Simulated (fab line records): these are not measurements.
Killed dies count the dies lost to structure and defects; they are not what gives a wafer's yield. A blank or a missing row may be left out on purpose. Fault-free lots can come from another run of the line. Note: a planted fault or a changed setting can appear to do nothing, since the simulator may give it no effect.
Which tool is to blame? || flow sky130 || 10 lots, 30 wafers sampled, at 1 step of a route of 708

WHAT THE GAUGES SHOWED, per wafer
SKY_METAL2_CD_MEAS_15: the cd target is 140 nm.
{"lot": "L147", "measured": "day 36 23:37", "on": "cd-sem-02", "cd-nm (nm)": "140.2 139.2 138.6"}
{"lot": "L148", "measured": "day 37 03:26", "on": "cd-sem-01", "cd-nm (nm)": "138.2 139.8 138.7"}
{"lot": "L151", "measured": "day 37 18:52", "on": "cd-sem-02", "cd-nm (nm)": "141.2 142.4 140.4"}
{"lot": "L152", "measured": "day 37 19:35", "on": "cd-sem-01", "cd-nm (nm)": "139.0 138.4 139.9"}
{"lot": "L155", "measured": "day 37 19:50", "on": "cd-sem-02", "cd-nm (nm)": "137.6 139.8 138.2"}
{"lot": "L154", "measured": "day 37 20:10", "on": "cd-sem-01", "cd-nm (nm)": "141.4 140.1 141.4"}
{"lot": "L166", "measured": "day 43 19:55", "on": "cd-sem-02", "cd-nm (nm)": "142.1 140.9 141.2"}
{"lot": "L167", "measured": "day 43 22:56", "on": "cd-sem-02", "cd-nm (nm)": "142.4 143.7 140.4"}
{"lot": "L169", "measured": "day 44 00:18", "on": "cd-sem-01", "cd-nm (nm)": "138.4 137.6 138.6"}
{"lot": "L168", "measured": "day 44 01:37", "on": "cd-sem-01", "cd-nm (nm)": "136.4 137.8 137.5"}

EACH LOT AND THE TOOL THAT RAN IT (in order: tool; ch and the chambers of the sampled wafers; start)
The record shows no process step preceding these readings.

THE ANSWER, worked out from the rows above alone
Rule: the usual values come from the lots themselves. Put in order of their means at a reading, lots are off if they are a third of the lots or fewer, leave a main group of 4 or more, and stand apart from it by a gap of 3 or more times the standard deviation of the main group's means; of several such gaps the widest counts. A main group whose means are all the same, to the digits that the tables above print for the reading, isn't used. Also off: a lot with no number at a reading for which 4 or more lots have one. The other lots that the step has rows for count as sound.
Across all readings shown, no lot is off: no conclusion can be drawn from this.

WHAT WAS PUT IN BY THE SIMULATOR
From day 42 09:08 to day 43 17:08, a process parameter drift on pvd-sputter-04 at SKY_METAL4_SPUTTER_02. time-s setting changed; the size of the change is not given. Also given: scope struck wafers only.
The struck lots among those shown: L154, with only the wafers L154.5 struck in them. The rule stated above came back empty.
